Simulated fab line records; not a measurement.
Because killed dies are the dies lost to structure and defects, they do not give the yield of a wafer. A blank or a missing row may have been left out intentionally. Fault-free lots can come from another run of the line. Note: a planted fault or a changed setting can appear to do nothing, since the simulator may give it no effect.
Which tool did it? ; flow sky130 ; at 1 step of a route of 708, 13 lots with 39 wafers sampled

== WHAT THE GAUGES SHOWED, per wafer ==
SKY_CONTACT_THK_MEAS_01.
lot;measured;on;CONTACT_CVD_00_THK (nm)
L456;day 30 23:23;film metro-03;74.4 73.3 75.0
L457;day 31 02:59;film metro-03;75.0 75.5 76.4
L459;day 31 09:22;film metro-02;73.8 75.0 74.5
L462;day 32 11:37;film metro-02;75.8 74.5 75.3
L463;day 32 17:20;film metro-03;74.1 75.8 75.6
L468;day 34 16:06;film metro-03;76.1 75.7 76.2
L471;day 35 07:10;film metro-02;75.7 73.9 74.9
L472;day 35 17:38;film metro-03;74.6 75.3 77.3
L473;day 35 20:37;film metro-01;73.3 73.6 74.7
L476;day 36 22:08;film metro-01;74.3 75.2 74.7
L477;day 37 04:46;film metro-01;75.5 75.5 77.4
L478;day 37 07:28;film metro-02;73.1 74.1 74.4
L479;day 37 18:40;film metro-03;74.9 74.4 75.4

== WHAT TOOL EACH LOT RAN ON (gives the tool, then ch and the chambers of the sampled wafers, and finally the start) ==
Before these readings, the record contains no process step.

== WHAT THE TOOLS THEMSELVES READ (means of the sampled wafers that have a number; where no wafer has one, the mark that the record gives instead) ==
The record holds no such reading with a usual standard deviation.

== THE ANSWER, worked out from the rows above alone ==
Rule: usual is defined by the lots themselves. The widest of any qualifying gaps counts: lots, ordered by their means at a reading, are off when they make up no more than a third of the lots, leave a main group of 4 or more, and stand apart from it by 3 or more times the standard deviation of that group's means. The tables above print the reading to a certain number of digits; a main group whose means all agree to those digits is not used. Also off: a lot with no number at a reading for which 4 or more lots have one. The other lots that the step has rows for count as sound. Order of review: gauges by route order, followed by the tools' own readings, for which a lot's mean as printed above is used. At the first step where some lot is off, the reading lying furthest off is the one used; lots without a number count as furthest.
None of the lots is off at any reading shown; this tells nothing.

== WHAT THE SIMULATOR PUT IN ==
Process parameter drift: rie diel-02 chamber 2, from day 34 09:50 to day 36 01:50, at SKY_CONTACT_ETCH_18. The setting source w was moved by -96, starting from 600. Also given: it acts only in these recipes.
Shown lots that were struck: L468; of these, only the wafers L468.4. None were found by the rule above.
